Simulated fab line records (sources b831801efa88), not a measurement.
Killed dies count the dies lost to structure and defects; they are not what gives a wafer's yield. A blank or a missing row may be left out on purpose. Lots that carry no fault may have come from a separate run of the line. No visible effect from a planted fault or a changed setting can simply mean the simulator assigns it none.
fab line records ; flow sky130
record: lots: 6; wafers: 18; last_day: 50
route steps=708 shown LDD_N@238 PAD_OPEN@708
lots untouched by any fault: they come from a run of this same line in which no faults occurred
start_h: hours from the record's opening day to when the first of the lot's shown wafers began ; wait_h: hours elapsed since this lot's preceding step ; " as in the row above ; L1.1+2: a single row standing in for several wafers ; - either no value or no given start ; * or withheld: withheld ; < > ~ a bound
route shown NAME@n: names a module that has steps shown in the file, with the first one's number in the route ; usual: average and standard deviation across the fault-free wafers ; same: alike in all rows ; chamber/n: place in a boat ; sites: per-site readings ; _std_site: the standard deviation of these ; _edge_site: inner sites' mean taken away from outer sites' mean ; radius_mm: for every site, how far away it sits from the centre of the wafer ; mask NAME#n: copy n ; behind: the tool/chamber that last shaped the wafer ; hold: reason for holding the lot/hours on hold/outcome of the hold ; device: names the non-switching transistor (n, p or np) ; end of line: the same wafers' tests at the end of the route ; for a step that has no rows: nothing shown but its recipe ; killed: not the wafer's yield, but the dies lost to structure and defects at the first sort ; map: the dies of a wafer, with x for killed, . for not killed, _ for no die there
set.NAME: the setting that was run; set.NAME@STEP: the one run at that earlier step ; model.NAME: the simulator's own value behind a step, which no gauge read
lots at selected steps of the route; one table per step, one row per wafer
services: from which hour (start_h, from the record's first day; less than 0 if before it) a tool's chamber was out of use, for how many hours, and why
== steps ==
step: SKY_LDD_N_HMDS_01
recipe: prime_time_s: 60; prime_temp_c: 120
step: SKY_LDD_N_COAT_02
recipe: resist: NOVOLAK; spin_rpm: 3000; resist_thk_nm: 300
step: SKY_LDD_N_SOFTBAKE_03
recipe: temp_c: 90; time_s: 60; resist: NOVOLAK
step: SKY_LDD_N_EXPOSE_04
recipe: mask_id: NTM; target_cd_nm: 840; na: 0.6; source_shape: conventional; sigma_outer: 0.6; dose_mj: 111.1
step: SKY_LDD_N_PEB_05
recipe: temp_c: withheld; time_s: *; resist: NOVOLAK
step: SKY_LDD_N_DEVELOP_06
recipe: develop_time_s: 60; dev_temp_c: 23
step: SKY_LDD_N_OVL_MEAS_07
usual: LDD_N_OVL: 0.2/1.1
lot.wafer;tool;chamber;start_h;wait_h;LDD_N_OVL[nm]
L666.2;overlay-02;-;415.72;0.1;-0.3
L666.3;overlay-02;-;415.72;0.1;-0.5
L666.6;overlay-02;-;415.72;0.1;0.1
L674.1;overlay-01;-;489.27;0.1;-2.6
L674.3;overlay-01;-;489.27;0.1;-0.8
L674.6;overlay-01;-;489.27;0.1;-0.3
L675.1;overlay-01;-;501.07;0.1;1.2
L675.5;overlay-01;-;501.07;0.1;1.4
L675.6;overlay-01;-;501.07;0.1;1.1
L682.1;overlay-01;-;567.17;1.9;-0.9
L682.3;overlay-01;-;567.17;1.9;0.2
L682.6;overlay-01;-;567.17;1.9;-1.0
L685.3;overlay-01;-;582.62;0.1;0.9
L685.4;overlay-01;-;582.62;0.1;-0.3
L685.6;overlay-01;-;582.62;0.1;1.8
L687.2;overlay-01;-;597.82;0.1;-1.3
L687.3;overlay-01;-;597.82;0.1;-0.1
L687.5;overlay-01;-;597.82;0.1;-1.4
step: SKY_LDD_N_IMPLANT_08
recipe: species: As; energy_kev: 20; dose_cm2: 7.5e+13; tilt_deg: withheld; rotation_deg: 23
step: SKY_LDD_N_IMPLANT_09
recipe: species: As; energy_kev: 20; dose_cm2: 7.5e+13; tilt_deg: withheld; rotation_deg: 113
step: SKY_LDD_N_IMPLANT_10
recipe: species: As; energy_kev: 20; dose_cm2: 7.5e+13; tilt_deg: withheld; rotation_deg: 203
step: SKY_LDD_N_IMPLANT_11
recipe: species: As; energy_kev: 20; dose_cm2: 7.5e+13; tilt_deg: withheld; rotation_deg: 293
step: SKY_LDD_N_IMPLANT_12
recipe: species: BF2; energy_kev: 50; dose_cm2: 5e+12; tilt_deg: 30; rotation_deg: 0
step: SKY_LDD_N_IMPLANT_13
recipe: species: BF2; energy_kev: 50; dose_cm2: 5e+12; tilt_deg: 30; rotation_deg: 90
usual: beam_energy_keV: 50.000/0.016; beam_on_s: 9.99/0.19
same: implant_ion_amu: 49
lot.wafer;tool;chamber;start_h;wait_h;beam_energy_keV;beam_on_s;model.implant.rp_nm;model.implant.drp_nm
L666.2;implanter-02;0;416.52;0.1;50.007;10.00;32.62;18.83
L666.3;implanter-02;0;416.52;0.1;49.997;9.92;32.62;18.83
L666.6;implanter-02;0;416.52;0.1;50.017;10.14;32.62;18.83
L674.1;implanter-02;0;490.06;0.1;52.499;10.18;33.93;19.52
L674.3;implanter-02;0;490.06;0.1;52.492;10.02;33.93;19.52
L674.6;implanter-02;0;490.06;0.1;52.502;9.91;33.93;19.52
L675.1;implanter-02;0;501.86;0.1;52.527;10.05;33.99;19.52
L675.5;implanter-02;0;501.86;0.1;52.530;10.11;33.99;19.52
L675.6;implanter-02;0;501.86;0.1;52.498;10.03;33.99;19.52
L682.1;implanter-01;0;567.96;0.1;49.988;10.09;32.62;18.83
L682.3;implanter-01;0;567.96;0.1;50.009;10.13;32.62;18.83
L682.6;implanter-01;0;567.96;0.1;49.981;10.17;32.62;18.83
L685.3;implanter-02;0;583.45;0.1;50.028;10.03;31.96;18.83
L685.4;implanter-02;0;583.45;0.1;50.007;9.73;31.96;18.83
L685.6;implanter-02;0;583.45;0.1;50.026;9.81;31.96;18.83
L687.2;implanter-02;0;598.62;0.1;49.991;9.54;32.13;18.83
L687.3;implanter-02;0;598.62;0.1;49.992;9.90;32.13;18.83
L687.5;implanter-02;0;598.62;0.1;49.996;10.31;32.13;18.83
step: SKY_LDD_N_IMPLANT_14
recipe: species: BF2; energy_kev: 50; dose_cm2: 5e+12; tilt_deg: 30; rotation_deg: 180
step: SKY_PAD_OPEN_PROBE_99
usual: killed_at_M0_to_M3: 43/7.6; killed_at_M4_up: 2.9/1.9; killed_at_contacts: 24/5; killed_at_front_end: 15/4.3; killed_at_other: 0.3/0.54; killed_dies: 85/10; killed_open: 47/7; killed_short: 38/6.4
same: gross_dies: 492; killed_at_back_side: 0
lot.wafer;tool;chamber;start_h;wait_h;killed_at_M0_to_M3;killed_at_M4_up;killed_at_contacts;killed_at_front_end;killed_at_other;killed_dies;killed_open;killed_short
L666.2;prober-02;-;1088.39;0.1;47;3;24;15;1;90;52;38
L666.3;prober-02;-;1088.44;0.2;46;5;21;19;0;91;46;45
L666.6;prober-02;-;1088.59;0.2;41;9;18;25;1;94;55;39
L674.1;prober-01;-;1138.31;0.1;48;1;24;13;1;87;44;43
L674.3;prober-01;-;1138.41;0.2;35;0;25;15;0;75;50;25
L674.6;prober-01;-;1138.56;0.2;51;6;23;8;0;88;46;42
L675.1;prober-01;-;1146.48;0.1;61;7;29;11;0;108;60;48
L675.5;prober-01;-;1146.68;0.2;57;3;25;14;1;100;54;46
L675.6;prober-01;-;1146.73;0.2;49;5;31;20;0;105;61;44
L682.1;prober-02;-;1180.69;0.1;34;1;9;17;0;61;30;31
L682.3;prober-02;-;1180.79;0.2;36;4;25;15;0;80;50;30
L682.6;prober-02;-;1180.94;0.2;51;2;16;19;1;89;46;43
L685.3;prober-01;-;1196.42;0.2;56;3;25;7;0;91;45;46
L685.4;prober-01;-;1196.47;0.2;36;0;31;10;0;77;46;31
L685.6;prober-01;-;1196.57;0.2;46;2;22;13;0;83;52;31
L687.2;prober-01;-;1199.78;0.1;50;2;22;14;0;88;39;49
L687.3;prober-01;-;1199.83;0.2;53;0;20;12;1;86;45;41
L687.5;prober-01;-;1199.93;0.2;43;2;24;14;0;83;42;41
killed by level:class
L666.2 LI_CONTACT:geometric_particle:open=9 VIA3:geometric_particle:open=8 VIA1:geometric_particle:short=7 CONTACT:geometric_particle:open=6 METAL2:geometric_particle:short=6 VIA2:geometric_particle:open=6 POLY_GATE:geometric_particle:open=5 VIA3:geometric_particle:short=5
L666.3 VIA3:geometric_particle:open=9 VIA1:geometric_particle:open=8 FIELD_ISO:geometric_particle:short=7 LI_CONTACT:geometric_particle:open=7 CONTACT:geometric_particle:open=7 METAL2:geometric_particle:short=7 METAL1:geometric_particle:short=6 METAL3:geometric_particle:short=5
L666.6 VIA1:geometric_particle:open=9 LI_CONTACT:geometric_particle:open=8 FIELD_ISO:geometric_particle:open=7 FIELD_ISO:geometric_particle:short=6 POLY_GATE:geometric_particle:open=5 CONTACT:geometric_particle:open=5 VIA1:geometric_particle:short=5 VIA2:geometric_particle:open=5
L674.1 VIA1:geometric_particle:open=11 LI_CONTACT:geometric_particle:open=8 METAL2:geometric_particle:short=7 CONTACT:geometric_particle:open=6 FIELD_ISO:geometric_particle:open=5 VIA3:geometric_particle:short=5 METAL1:geometric_particle:short=5 FIELD_ISO:geometric_particle:short=4
L674.3 CONTACT:geometric_particle:open=13 VIA3:geometric_particle:open=8 LI_CONTACT:geometric_particle:open=7 FIELD_ISO:geometric_particle:open=6 VIA1:geometric_particle:open=5 VIA1:geometric_particle:short=4 VIA3:geometric_particle:short=4 POLY_GATE:geometric_particle:open=3
L674.6 CONTACT:geometric_particle:open=11 VIA3:geometric_particle:open=8 VIA1:geometric_particle:open=8 METAL2:geometric_particle:short=8 VIA2:geometric_particle:open=7 LI_CONTACT:geometric_particle:open=6 METAL3:geometric_particle:short=6 METAL4:geometric_particle:short=6
L675.1 VIA1:geometric_particle:open=11 LI_CONTACT:geometric_particle:open=9 VIA2:geometric_particle:open=9 VIA3:geometric_particle:open=8 CONTACT:geometric_particle:short=7 CONTACT:geometric_particle:open=7 VIA1:geometric_particle:short=7 METAL2:geometric_particle:short=6
L675.5 VIA1:geometric_particle:open=15 METAL2:geometric_particle:short=10 CONTACT:geometric_particle:open=8 VIA3:geometric_particle:open=8 LI_CONTACT:geometric_particle:open=6 LOCAL_INTERCONNECT:geometric_particle:short=6 VIA2:geometric_particle:open=6 METAL1:geometric_particle:short=5
L675.6 VIA1:geometric_particle:open=16 LI_CONTACT:geometric_particle:open=9 POLY_GATE:geometric_particle:open=7 CONTACT:geometric_particle:short=7 VIA2:geometric_particle:open=7 VIA3:geometric_particle:open=7 POLY_GATE:geometric_particle:short=5 LOCAL_INTERCONNECT:geometric_particle:short=5
L682.1 VIA1:geometric_particle:open=8 FIELD_ISO:geometric_particle:short=8 VIA3:geometric_particle:open=8 METAL1:geometric_particle:short=6 POLY_GATE:geometric_particle:open=3 POLY_GATE:geometric_particle:short=3 LI_CONTACT:geometric_particle:open=3 CONTACT:geometric_particle:open=3
L682.3 CONTACT:geometric_particle:open=13 LI_CONTACT:geometric_particle:open=7 VIA1:geometric_particle:open=7 METAL1:geometric_particle:short=6 VIA2:geometric_particle:open=5 VIA3:geometric_particle:open=5 FIELD_ISO:geometric_particle:open=4 VIA3:geometric_particle:short=4
L682.6 VIA1:geometric_particle:open=11 METAL2:geometric_particle:short=10 POLY_GATE:geometric_particle:open=6 METAL1:geometric_particle:short=6 FIELD_ISO:geometric_particle:open=5 CONTACT:geometric_particle:open=5 VIA3:geometric_particle:short=4 CONTACT:geometric_particle:short=4
L685.3 CONTACT:geometric_particle:open=12 METAL1:geometric_particle:short=10 VIA3:geometric_particle:open=9 LI_CONTACT:geometric_particle:open=8 METAL2:geometric_particle:short=6 VIA2:geometric_particle:open=6 VIA3:geometric_particle:short=6 VIA1:geometric_particle:open=5
L685.4 CONTACT:geometric_particle:open=14 LI_CONTACT:geometric_particle:open=10 VIA1:geometric_particle:open=6 METAL1:geometric_particle:short=6 VIA3:geometric_particle:short=5 METAL2:geometric_particle:short=4 VIA2:geometric_particle:open=4 LOCAL_INTERCONNECT:geometric_particle:short=3
L685.6 VIA1:geometric_particle:open=12 VIA3:geometric_particle:open=10 VIA2:geometric_particle:open=9 CONTACT:geometric_particle:open=6 POLY_GATE:geometric_particle:short=5 LOCAL_INTERCONNECT:geometric_particle:short=5 CONTACT:geometric_particle:short=4 LI_CONTACT:geometric_particle:open=3
L687.2 METAL2:geometric_particle:short=10 VIA1:geometric_particle:short=8 VIA1:geometric_particle:open=8 CONTACT:geometric_particle:open=7 LI_CONTACT:geometric_particle:open=6 METAL1:geometric_particle:short=6 FIELD_ISO:geometric_particle:open=5 CONTACT:geometric_particle:short=5
L687.3 VIA1:geometric_particle:open=12 VIA1:geometric_particle:short=9 VIA2:geometric_particle:open=8 VIA3:geometric_particle:open=7 METAL2:geometric_particle:short=7 LI_CONTACT:geometric_particle:open=5 CONTACT:geometric_particle:open=5 POLY_GATE:geometric_particle:open=4
L687.5 VIA3:geometric_particle:open=10 VIA1:geometric_particle:open=8 METAL2:geometric_particle:short=7 LI_CONTACT:geometric_particle:open=6 CONTACT:geometric_particle:short=6 CONTACT:geometric_particle:open=6 FIELD_ISO:geometric_particle:short=5 VIA1:geometric_particle:short=4
== services ==
tool;chamber;start_h;hours;kind
implanter-02;-;398.28;6.2;repair
implanter-01;-;447.18;5.6;pm
implanter-02;-;522.78;4.6;pm
implanter-02;-;552.70;15.2;pm
== key ==
first_sign: step: SKY_LDD_N_IMPLANT_13; reading: beam_energy_keV; direction: up; sigmas: 99+; usual: *; struck: *
effect none on later readings
model_effect: step: SKY_LDD_N_IMPLANT_13; value: implant.rp_nm; without: 32.36; struck: 33.96
met_at SKY_LDD_N_IMPLANT_13
struck_wafers L674.1,L674.3,L674.6,L675.1,L675.5,L675.6
tester_left_out L674,L675
onset_between 416.52 490.06
fault: kind: process_parameter_drift; tool: implanter-02; chamber: -; onset_h: 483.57; steps: SKY_LDD_N_IMPLANT_13; channel: energy_kev; offset: *; shape: step; end_h: 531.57; acts_in: *; stated: *
tester_left_out: of these lots the tester's yield and bins aren't shown, on N5 and GAA mostly nor the transistor test; their killed dies are dies lost to structure and defects alone, not to doping, threshold or leakage, so they don't give the yield
